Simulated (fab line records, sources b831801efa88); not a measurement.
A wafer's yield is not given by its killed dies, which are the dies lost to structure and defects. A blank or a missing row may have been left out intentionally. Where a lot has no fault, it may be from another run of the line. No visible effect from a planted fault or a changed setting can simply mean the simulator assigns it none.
fab line records :: flow sky130
[record]
  lots = 5
  wafers = 15
  last_day = 52
route steps=708 shown METAL5@680 PASSIVATION@681
lots with no fault: from the same line, run without faults
start_h: the number of hours between the record's first day and the start of the first shown wafer of the lot :: wait_h: hours from the lot's prior step to this one :: " identical to the entry in the row above :: L1.1+2: several wafers, shown together as one row :: - no value present, or no start provided :: * or withheld: withheld :: < > ~ a bound
route shown NAME@n: NAME is a module with steps in the file, n the number in the route of the first one :: usual: mean and standard deviation over wafers with no fault :: same: alike in all rows :: chamber/n: place in a boat :: sites: each site's reading :: _std_site: the standard deviation of these :: _edge_site: outer sites' mean less inner sites' :: radius_mm: how far each site lies from the wafer's centre :: mask NAME#n: copy n :: behind: the most recent tool/chamber to have shaped the wafer :: hold: why the lot went on hold/how many hours it stayed there/how the hold came to an end :: device: the transistor (n, p or np) that didn't switch :: end of line: tests run on the same wafers once the route is complete :: a step without rows: its recipe alone :: killed: dies that structure and defects cost at the first sort, which is not the same as the wafer's yield :: map: the dies of a wafer, with x for killed, . for not killed, _ for no die there
set.NAME: the run value of the setting; set.NAME@STEP: its run value at that earlier step :: model.NAME: the simulator's own value behind a step, which no gauge read
lots at some steps of the route; a table a step, a row a wafer
services: a tool's chamber out of use, with start hour (start_h, from the record's first day; less than 0 if before it), hours out, and reason
[[steps]]
[step SKY_METAL5_CLEAN_19]
[recipe]
  chemistry = O3/DIW
  dry = n2_spin
[step SKY_PASSIVATION_CVD_00]
[recipe]
  material = SiO2
  target_thk_nm = 90
  temp_c = 400
  time_s = withheld
  rf_w = 600
[usual]
  heater_power_w = 657/64
lot.wafer: L165.4
tool: pecvd-02
chamber: 0
start_h: 991.78
wait_h: 0.0
heater_power_w: 627

lot.wafer: L165.5
tool: pecvd-02
chamber: 0
start_h: 991.78
wait_h: 0.0
heater_power_w: 619

lot.wafer: L165.6
tool: pecvd-02
chamber: 2
start_h: 991.78
wait_h: 0.0
heater_power_w: 623

lot.wafer: L176.3
tool: pecvd-04
chamber: 0
start_h: 1041.49
wait_h: 0.0
heater_power_w: 656

lot.wafer: L176.5
tool: pecvd-04
chamber: 0
start_h: 1041.49
wait_h: 0.0
heater_power_w: 618

lot.wafer: L176.6
tool: pecvd-04
chamber: 1
start_h: 1041.49
wait_h: 0.0
heater_power_w: 690

lot.wafer: L181.2
tool: pecvd-02
chamber: 2
start_h: 1074.20
wait_h: 0.0
heater_power_w: 604

lot.wafer: L181.3
tool: pecvd-02
chamber: 0
start_h: 1074.20
wait_h: 0.0
heater_power_w: 691

lot.wafer: L181.4
tool: pecvd-02
chamber: 1
start_h: 1074.20
wait_h: 0.0
heater_power_w: 754

lot.wafer: L186.1
tool: pecvd-02
chamber: 2
start_h: 1207.81
wait_h: 0.0
heater_power_w: 648

lot.wafer: L186.5
tool: pecvd-02
chamber: 2
start_h: 1207.81
wait_h: 0.0
heater_power_w: 642

lot.wafer: L186.6
tool: pecvd-02
chamber: 1
start_h: 1207.81
wait_h: 0.0
heater_power_w: 668

lot.wafer: L188.1
tool: pecvd-02
chamber: 1
start_h: 1208.34
wait_h: 0.0
heater_power_w: 712

lot.wafer: L188.4
tool: pecvd-02
chamber: 1
start_h: 1208.34
wait_h: 0.0
heater_power_w: 701

lot.wafer: L188.6
tool: pecvd-02
chamber: 1
start_h: 1208.34
wait_h: 0.0
heater_power_w: 734
[step SKY_PASSIVATION_THK_MEAS_01]
[recipe]
  reads = SiO2_of_PASSIVATION_CVD_00
[usual]
  PASSIVATION_CVD_00_THK = 90.6/1.3
lot.wafer: L165.4
tool: film_metro-01
chamber: -
start_h: 991.83
wait_h: -
PASSIVATION_CVD_00_THK[nm]: 89.0

lot.wafer: L165.5
tool: film_metro-01
chamber: -
start_h: 991.83
wait_h: -
PASSIVATION_CVD_00_THK[nm]: 90.6

lot.wafer: L165.6
tool: film_metro-01
chamber: -
start_h: 991.83
wait_h: -
PASSIVATION_CVD_00_THK[nm]: 90.7

lot.wafer: L176.3
tool: film_metro-04
chamber: -
start_h: 1041.53
wait_h: -
PASSIVATION_CVD_00_THK[nm]: 91.0

lot.wafer: L176.5
tool: film_metro-04
chamber: -
start_h: 1041.53
wait_h: -
PASSIVATION_CVD_00_THK[nm]: 92.6

lot.wafer: L176.6
tool: film_metro-04
chamber: -
start_h: 1041.53
wait_h: -
PASSIVATION_CVD_00_THK[nm]: 90.6

lot.wafer: L181.2
tool: film_metro-01
chamber: -
start_h: 1074.23
wait_h: -
PASSIVATION_CVD_00_THK[nm]: 90.0

lot.wafer: L181.3
tool: film_metro-01
chamber: -
start_h: 1074.23
wait_h: -
PASSIVATION_CVD_00_THK[nm]: 89.8

lot.wafer: L181.4
tool: film_metro-01
chamber: -
start_h: 1074.23
wait_h: -
PASSIVATION_CVD_00_THK[nm]: 89.6

lot.wafer: L186.1
tool: film_metro-01
chamber: -
start_h: 1207.84
wait_h: -
PASSIVATION_CVD_00_THK[nm]: 87.4

lot.wafer: L186.5
tool: film_metro-01
chamber: -
start_h: 1207.84
wait_h: -
PASSIVATION_CVD_00_THK[nm]: 88.0

lot.wafer: L186.6
tool: film_metro-01
chamber: -
start_h: 1207.84
wait_h: -
PASSIVATION_CVD_00_THK[nm]: 88.6

lot.wafer: L188.1
tool: film_metro-01
chamber: -
start_h: 1208.38
wait_h: -
PASSIVATION_CVD_00_THK[nm]: 89.4

lot.wafer: L188.4
tool: film_metro-01
chamber: -
start_h: 1208.38
wait_h: -
PASSIVATION_CVD_00_THK[nm]: 90.0

lot.wafer: L188.6
tool: film_metro-01
chamber: -
start_h: 1208.38
wait_h: -
PASSIVATION_CVD_00_THK[nm]: 90.0
[step SKY_PASSIVATION_CVD_02]
[recipe]
  material = Si3N4
  target_thk_nm = 540
  temp_c = 400
  time_s = withheld
  rf_w = 450
[usual]
  heater_power_w = 717/80
lot.wafer: L165.4
tool: pecvd-03
chamber: 0
start_h: 991.97
wait_h: 0.1
heater_power_w: 668

lot.wafer: L165.5
tool: pecvd-03
chamber: 1
start_h: 991.97
wait_h: 0.1
heater_power_w: 633

lot.wafer: L165.6
tool: pecvd-03
chamber: 2
start_h: 991.97
wait_h: 0.1
heater_power_w: 782

lot.wafer: L176.3
tool: pecvd-03
chamber: 1
start_h: 1041.57
wait_h: 0.0
heater_power_w: 548

lot.wafer: L176.5
tool: pecvd-03
chamber: 0
start_h: 1041.57
wait_h: 0.0
heater_power_w: 743

lot.wafer: L176.6
tool: pecvd-03
chamber: 2
start_h: 1041.57
wait_h: 0.0
heater_power_w: 832

lot.wafer: L181.2
tool: pecvd-03
chamber: 0
start_h: 1074.28
wait_h: 0.0
heater_power_w: 625

lot.wafer: L181.3
tool: pecvd-03
chamber: 2
start_h: 1074.28
wait_h: 0.0
heater_power_w: 812

lot.wafer: L181.4
tool: pecvd-03
chamber: 0
start_h: 1074.28
wait_h: 0.0
heater_power_w: 665

lot.wafer: L186.1
tool: pecvd-03
chamber: 2
start_h: 1207.90
wait_h: 0.1
heater_power_w: 796

lot.wafer: L186.5
tool: pecvd-03
chamber: 0
start_h: 1207.90
wait_h: 0.1
heater_power_w: 632

lot.wafer: L186.6
tool: pecvd-03
chamber: 1
start_h: 1207.90
wait_h: 0.1
heater_power_w: 583

lot.wafer: L188.1
tool: pecvd-04
chamber: 1
start_h: 1208.44
wait_h: 0.1
heater_power_w: 870

lot.wafer: L188.4
tool: pecvd-04
chamber: 0
start_h: 1208.44
wait_h: 0.1
heater_power_w: 602

lot.wafer: L188.6
tool: pecvd-04
chamber: 0
start_h: 1208.44
wait_h: 0.1
heater_power_w: 661
[step SKY_PASSIVATION_THK_MEAS_03]
[recipe]
  reads = Si3N4_of_PASSIVATION_CVD_02
[usual]
  PASSIVATION_CVD_02_THK = 539/7.1
lot.wafer: L165.4
tool: film_metro-04
chamber: -
start_h: 992.11
wait_h: -
PASSIVATION_CVD_02_THK[nm]: 535

lot.wafer: L165.5
tool: film_metro-04
chamber: -
start_h: 992.11
wait_h: -
PASSIVATION_CVD_02_THK[nm]: 541

lot.wafer: L165.6
tool: film_metro-04
chamber: -
start_h: 992.11
wait_h: -
PASSIVATION_CVD_02_THK[nm]: 551

lot.wafer: L176.3
tool: film_metro-01
chamber: -
start_h: 1041.82
wait_h: -
PASSIVATION_CVD_02_THK[nm]: 533

lot.wafer: L176.5
tool: film_metro-01
chamber: -
start_h: 1041.82
wait_h: -
PASSIVATION_CVD_02_THK[nm]: 544

lot.wafer: L176.6
tool: film_metro-01
chamber: -
start_h: 1041.82
wait_h: -
PASSIVATION_CVD_02_THK[nm]: 544

lot.wafer: L181.2
tool: film_metro-01
chamber: -
start_h: 1074.52
wait_h: -
PASSIVATION_CVD_02_THK[nm]: 537

lot.wafer: L181.3
tool: film_metro-01
chamber: -
start_h: 1074.52
wait_h: -
PASSIVATION_CVD_02_THK[nm]: 531

lot.wafer: L181.4
tool: film_metro-01
chamber: -
start_h: 1074.52
wait_h: -
PASSIVATION_CVD_02_THK[nm]: 544

lot.wafer: L186.1
tool: film_metro-01
chamber: -
start_h: 1208.12
wait_h: -
PASSIVATION_CVD_02_THK[nm]: 537

lot.wafer: L186.5
tool: film_metro-01
chamber: -
start_h: 1208.12
wait_h: -
PASSIVATION_CVD_02_THK[nm]: 544

lot.wafer: L186.6
tool: film_metro-01
chamber: -
start_h: 1208.12
wait_h: -
PASSIVATION_CVD_02_THK[nm]: 535

lot.wafer: L188.1
tool: film_metro-04
chamber: -
start_h: 1208.77
wait_h: -
PASSIVATION_CVD_02_THK[nm]: 536

lot.wafer: L188.4
tool: film_metro-04
chamber: -
start_h: 1208.77
wait_h: -
PASSIVATION_CVD_02_THK[nm]: 538

lot.wafer: L188.6
tool: film_metro-04
chamber: -
start_h: 1208.77
wait_h: -
PASSIVATION_CVD_02_THK[nm]: 538
[step SKY_PASSIVATION_DEHYDRATE_04]
[recipe]
  temp_c = 200
  time_s = 60
[step SKY_PASSIVATION_HMDS_05]
[recipe]
  prime_time_s = 60
  prime_temp_c = 120
[step SKY_PASSIVATION_COAT_06]
[recipe]
  spin_rpm = 2000
  resist_thk_nm = 3000
[step SKY_PASSIVATION_SOFTBAKE_07]
[recipe]
  temp_c = 110
  time_s = withheld
[step SKY_PASSIVATION_EXPOSE_08]
[recipe]
  mask_id = NSM
  target_cd_nm = 3000
  na = 0.57
  dose_mj = 260
[step SKY_PASSIVATION_PEB_09]
[recipe]
  temp_c = 115
  time_s = withheld
[step SKY_PASSIVATION_DEVELOP_10]
[recipe]
  develop_time_s = 60
  dev_temp_c = 23
[step SKY_PASSIVATION_ETCH_11]
[recipe]
  chemistry = CF4/O2
  target_depth_nm = 725
  stop_on = AlCu
  source_w = 800
  bias_w = 150
  pressure_mtorr = 150
  cf4_flow_sccm = 80
  O2_flow_sccm = 10
  time_s = 161.1
[usual]
  drypump_motor_current_A = 5.9/0.71
  oes_product_au = 0.977/0.0069
  run_length_s = 189.3/0.51
  throttle_valve_pct = 5.965/0.0091
lot.wafer: L165.4
tool: rie_diel-04
chamber: 1
start_h: 1015.86
wait_h: -
drypump_motor_current_A: 6.3
oes_product_au: 0.974
rf_hours_counter_h: 2
run_length_s: 189.4
throttle_valve_pct: 5.964
model.coat_of_PASSIVATION_COAT_06.thk_nm: 2518
model.PASSIVATION.feature_depth_nm: 699.8
model.etch.depth_nm: 699.8

lot.wafer: L165.5
tool: rie_diel-04
chamber: 3
start_h: 1015.86
wait_h: -
drypump_motor_current_A: 5.8
oes_product_au: 0.982
rf_hours_counter_h: -
run_length_s: 190.1
throttle_valve_pct: 5.971
model.coat_of_PASSIVATION_COAT_06.thk_nm: 2515
model.PASSIVATION.feature_depth_nm: 706.9
model.etch.depth_nm: 706.9

lot.wafer: L165.6
tool: rie_diel-04
chamber: 0
start_h: 1015.86
wait_h: -
drypump_motor_current_A: 6.4
oes_product_au: 0.982
rf_hours_counter_h: -
run_length_s: 188.2
throttle_valve_pct: 5.969
model.coat_of_PASSIVATION_COAT_06.thk_nm: 2512
model.PASSIVATION.feature_depth_nm: 715.9
model.etch.depth_nm: 715.9

lot.wafer: L176.3
tool: rie_diel-01
chamber: 1
start_h: 1062.01
wait_h: -
drypump_motor_current_A: 6.2
oes_product_au: 0.975
rf_hours_counter_h: 25
run_length_s: 189.3
throttle_valve_pct: 5.959
model.coat_of_PASSIVATION_COAT_06.thk_nm: 2511
model.PASSIVATION.feature_depth_nm: 698.8
model.etch.depth_nm: 698.8

lot.wafer: L176.5
tool: rie_diel-01
chamber: 1
start_h: 1062.01
wait_h: -
drypump_motor_current_A: 6.1
oes_product_au: 0.982
rf_hours_counter_h: -
run_length_s: 189.7
throttle_valve_pct: 5.972
model.coat_of_PASSIVATION_COAT_06.thk_nm: 2510
model.PASSIVATION.feature_depth_nm: 712.4
model.etch.depth_nm: 712.4

lot.wafer: L176.6
tool: rie_diel-01
chamber: 2
start_h: 1062.01
wait_h: -
drypump_motor_current_A: 6.5
oes_product_au: 0.985
rf_hours_counter_h: -
run_length_s: 189.7
throttle_valve_pct: 5.962
model.coat_of_PASSIVATION_COAT_06.thk_nm: 2503
model.PASSIVATION.feature_depth_nm: 709.8
model.etch.depth_nm: 709.8

lot.wafer: L181.2
tool: rie_diel-01
chamber: 2
start_h: 1093.51
wait_h: -
drypump_motor_current_A: 6.5
oes_product_au: 0.979
rf_hours_counter_h: 11
run_length_s: 189.9
throttle_valve_pct: 5.958
model.coat_of_PASSIVATION_COAT_06.thk_nm: 2509
model.PASSIVATION.feature_depth_nm: 701.5
model.etch.depth_nm: 701.5

lot.wafer: L181.3
tool: rie_diel-01
chamber: 3
start_h: 1093.51
wait_h: -
drypump_motor_current_A: 4.6
oes_product_au: 1.000
rf_hours_counter_h: 23
run_length_s: 177.6
throttle_valve_pct: 5.960
model.coat_of_PASSIVATION_COAT_06.thk_nm: 2547
model.PASSIVATION.feature_depth_nm: 672.1
model.etch.depth_nm: 672.1

lot.wafer: L181.4
tool: rie_diel-01
chamber: 1
start_h: 1093.51
wait_h: -
drypump_motor_current_A: 6.1
oes_product_au: 0.974
rf_hours_counter_h: 26
run_length_s: 189.5
throttle_valve_pct: 5.961
model.coat_of_PASSIVATION_COAT_06.thk_nm: 2524
model.PASSIVATION.feature_depth_nm: 706.4
model.etch.depth_nm: 706.4

lot.wafer: L186.1
tool: rie_diel-02
chamber: 0
start_h: 1223.51
wait_h: -
drypump_motor_current_A: 6.6
oes_product_au: 0.974
rf_hours_counter_h: 23
run_length_s: 189.6
throttle_valve_pct: 5.965
model.coat_of_PASSIVATION_COAT_06.thk_nm: 2535
model.PASSIVATION.feature_depth_nm: 698.8
model.etch.depth_nm: 698.8

lot.wafer: L186.5
tool: rie_diel-02
chamber: 2
start_h: 1223.51
wait_h: -
drypump_motor_current_A: 6.5
oes_product_au: 0.981
rf_hours_counter_h: -
run_length_s: 189.2
throttle_valve_pct: 5.954
model.coat_of_PASSIVATION_COAT_06.thk_nm: 2528
model.PASSIVATION.feature_depth_nm: 705.9
model.etch.depth_nm: 705.9

lot.wafer: L186.6
tool: rie_diel-02
chamber: 3
start_h: 1223.51
wait_h: -
drypump_motor_current_A: 6.7
oes_product_au: 0.975
rf_hours_counter_h: -
run_length_s: 189.5
throttle_valve_pct: 5.961
model.coat_of_PASSIVATION_COAT_06.thk_nm: 2530
model.PASSIVATION.feature_depth_nm: 697.7
model.etch.depth_nm: 697.7

lot.wafer: L188.1
tool: rie_diel-02
chamber: 1
start_h: 1223.99
wait_h: -
drypump_motor_current_A: 5.2
oes_product_au: 0.972
rf_hours_counter_h: 21
run_length_s: 189.1
throttle_valve_pct: 5.980
model.coat_of_PASSIVATION_COAT_06.thk_nm: 2522
model.PASSIVATION.feature_depth_nm: 700.3
model.etch.depth_nm: 700.3

lot.wafer: L188.4
tool: rie_diel-02
chamber: 0
start_h: 1223.99
wait_h: -
drypump_motor_current_A: 6.6
oes_product_au: 0.974
rf_hours_counter_h: 23
run_length_s: 189.6
throttle_valve_pct: 5.990
model.coat_of_PASSIVATION_COAT_06.thk_nm: 2514
model.PASSIVATION.feature_depth_nm: 703.6
model.etch.depth_nm: 703.6

lot.wafer: L188.6
tool: rie_diel-02
chamber: 3
start_h: 1223.99
wait_h: -
drypump_motor_current_A: 6.7
oes_product_au: 0.976
rf_hours_counter_h: -
run_length_s: 189.8
throttle_valve_pct: 5.954
model.coat_of_PASSIVATION_COAT_06.thk_nm: 2526
model.PASSIVATION.feature_depth_nm: 703.2
model.etch.depth_nm: 703.2
[step SKY_PASSIVATION_STRIP_12]
[recipe]
  chemistry = O2/N2
  power_w = 1400
  pressure_mtorr = 1500
  platen_temp_c = withheld
  overash_fraction = 0.7
  o2_flow_sccm = 3000
  n2_flow_sccm = 300
[usual]
  drypump_motor_current_A = 5.86/0.19
  n2_flow_sccm = 300.0/0.85
  oes_product_au = 0.660/0.0045
  strip_time_to_endpoint_s = 31.58/0.14
lot.wafer: L165.4
tool: plasma_asher-04
chamber: 0
start_h: 1016.00
wait_h: 0.1
drypump_motor_current_A: 5.56
n2_flow_sccm: 299.6
oes_product_au: 0.661
rf_hours_counter_h: -
strip_time_to_endpoint_s: 31.53

lot.wafer: L165.5
tool: plasma_asher-04
chamber: 1
start_h: 1016.00
wait_h: 0.1
drypump_motor_current_A: 5.84
n2_flow_sccm: 300.9
oes_product_au: 0.654
rf_hours_counter_h: -
strip_time_to_endpoint_s: 31.51

lot.wafer: L165.6
tool: plasma_asher-04
chamber: 0
start_h: 1016.00
wait_h: 0.1
drypump_motor_current_A: 5.55
n2_flow_sccm: 299.6
oes_product_au: 0.660
rf_hours_counter_h: -
strip_time_to_endpoint_s: 31.48

lot.wafer: L176.3
tool: plasma_asher-04
chamber: 0
start_h: 1062.15
wait_h: 0.1
drypump_motor_current_A: 5.56
n2_flow_sccm: 299.0
oes_product_au: 0.649
rf_hours_counter_h: -
strip_time_to_endpoint_s: 31.47

lot.wafer: L176.5
tool: plasma_asher-04
chamber: 0
start_h: 1062.15
wait_h: 0.1
drypump_motor_current_A: 5.58
n2_flow_sccm: 298.3
oes_product_au: 0.656
rf_hours_counter_h: -
strip_time_to_endpoint_s: 31.45

lot.wafer: L176.6
tool: plasma_asher-04
chamber: 1
start_h: 1062.15
wait_h: 0.1
drypump_motor_current_A: 5.86
n2_flow_sccm: 300.8
oes_product_au: 0.660
rf_hours_counter_h: -
strip_time_to_endpoint_s: 31.36

lot.wafer: L181.2
tool: plasma_asher-02
chamber: 1
start_h: 1093.62
wait_h: 0.1
drypump_motor_current_A: 5.98
n2_flow_sccm: 300.1
oes_product_au: 0.658
rf_hours_counter_h: 66
strip_time_to_endpoint_s: 31.44

lot.wafer: L181.3
tool: plasma_asher-02
chamber: 0
start_h: 1093.62
wait_h: 0.1
drypump_motor_current_A: 5.97
n2_flow_sccm: 299.7
oes_product_au: 0.661
rf_hours_counter_h: -
strip_time_to_endpoint_s: 31.90

lot.wafer: L181.4
tool: plasma_asher-02
chamber: 1
start_h: 1093.62
wait_h: 0.1
drypump_motor_current_A: 5.97
n2_flow_sccm: 300.3
oes_product_au: 0.662
rf_hours_counter_h: -
strip_time_to_endpoint_s: 31.61

lot.wafer: L186.1
tool: plasma_asher-02
chamber: 0
start_h: 1223.61
wait_h: 0.1
drypump_motor_current_A: 5.96
n2_flow_sccm: 300.4
oes_product_au: 0.653
rf_hours_counter_h: 79
strip_time_to_endpoint_s: 31.74

lot.wafer: L186.5
tool: plasma_asher-02
chamber: 0
start_h: 1223.61
wait_h: 0.1
drypump_motor_current_A: 5.99
n2_flow_sccm: 302.2
oes_product_au: 0.660
rf_hours_counter_h: -
strip_time_to_endpoint_s: 31.66

lot.wafer: L186.6
tool: plasma_asher-02
chamber: 1
start_h: 1223.61
wait_h: 0.1
drypump_motor_current_A: 5.95
n2_flow_sccm: 299.1
oes_product_au: 0.659
rf_hours_counter_h: -
strip_time_to_endpoint_s: 31.71

lot.wafer: L188.1
tool: plasma_asher-04
chamber: 1
start_h: 1224.10
wait_h: 0.1
drypump_motor_current_A: 5.88
n2_flow_sccm: 298.5
oes_product_au: 0.659
rf_hours_counter_h: 49
strip_time_to_endpoint_s: 31.61

lot.wafer: L188.4
tool: plasma_asher-04
chamber: 1
start_h: 1224.10
wait_h: 0.1
drypump_motor_current_A: 5.88
n2_flow_sccm: 298.6
oes_product_au: 0.664
rf_hours_counter_h: -
strip_time_to_endpoint_s: 31.48

lot.wafer: L188.6
tool: plasma_asher-04
chamber: 0
start_h: 1224.10
wait_h: 0.1
drypump_motor_current_A: 5.54
n2_flow_sccm: 299.5
oes_product_au: 0.666
rf_hours_counter_h: -
strip_time_to_endpoint_s: 31.65
[[services]]
tool: pecvd-02
chamber: 1
start_h: 976.02
hours: 17.7
kind: repair

tool: rie_diel-02
chamber: 1
start_h: 985.74
hours: 22.1
kind: repair

tool: rie_diel-01
chamber: 0
start_h: 989.74
hours: 20.7
kind: repair

tool: rie_diel-01
chamber: -
start_h: 989.89
hours: 1.6
kind: repair

tool: rie_diel-01
chamber: -
start_h: 991.54
hours: 0.7
kind: repair

tool: rie_diel-01
chamber: 2
start_h: 995.97
hours: 1.2
kind: repair

tool: rie_diel-01
chamber: 2
start_h: 1010.36
hours: 4.6
kind: repair

tool: plasma_asher-02
chamber: -
start_h: 1012.44
hours: 1.7
kind: repair

tool: pecvd-04
chamber: -
start_h: 1027.15
hours: 2.8
kind: pm

tool: rie_diel-01
chamber: 1
start_h: 1036.40
hours: 5.5
kind: repair

tool: pecvd-03
chamber: 1
start_h: 1047.14
hours: 3.2
kind: repair

tool: pecvd-03
chamber: -
start_h: 1047.43
hours: 0.7
kind: repair

tool: pecvd-03
chamber: -
start_h: 1053.86
hours: 6.0
kind: pm

tool: plasma_asher-04
chamber: -
start_h: 1056.93
hours: 1.0
kind: repair

tool: pecvd-02
chamber: -
start_h: 1059.67
hours: 1.7
kind: repair

tool: pecvd-04
chamber: 0
start_h: 1081.26
hours: 3.5
kind: repair

tool: pecvd-04
chamber: -
start_h: 1099.78
hours: 0.5
kind: repair

tool: pecvd-03
chamber: -
start_h: 1108.06
hours: 0.5
kind: repair

tool: pecvd-02
chamber: -
start_h: 1111.59
hours: 0.7
kind: repair

tool: plasma_asher-04
chamber: -
start_h: 1118.63
hours: 1.7
kind: repair

tool: rie_diel-02
chamber: -
start_h: 1123.49
hours: 2.8
kind: repair

tool: rie_diel-01
chamber: 0
start_h: 1125.41
hours: 3.9
kind: repair

tool: plasma_asher-02
chamber: -
start_h: 1142.28
hours: 0.6
kind: repair

tool: rie_diel-02
chamber: 0
start_h: 1158.50
hours: 4.3
kind: repair
[[key]]
[first_sign]
  step = SKY_PASSIVATION_ETCH_11
  reading = run_length_s
  direction = down
  sigmas = 23
  usual = *
  struck = *
[effect]
  step = SKY_PASSIVATION_ETCH_11
  reading = oes_product_au
  direction = up
  sigmas = 3.4
  usual = 0.977
  struck = 1.000
[model_effect]
  step = SKY_PASSIVATION_ETCH_11
  value = coat_of_PASSIVATION_COAT_06.thk_nm
  without = 2515
  struck = 2547
met_at SKY_PASSIVATION_ETCH_11
struck_wafers L181.3
[fault]
  kind = process_parameter_drift
  tool = rie_diel-01
  chamber = 3
  onset_h = 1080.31
  steps = SKY_PASSIVATION_ETCH_11
  channel = time_s
  offset = *
  shape = step
  end_h = 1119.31
  acts_in = *
  stated = *
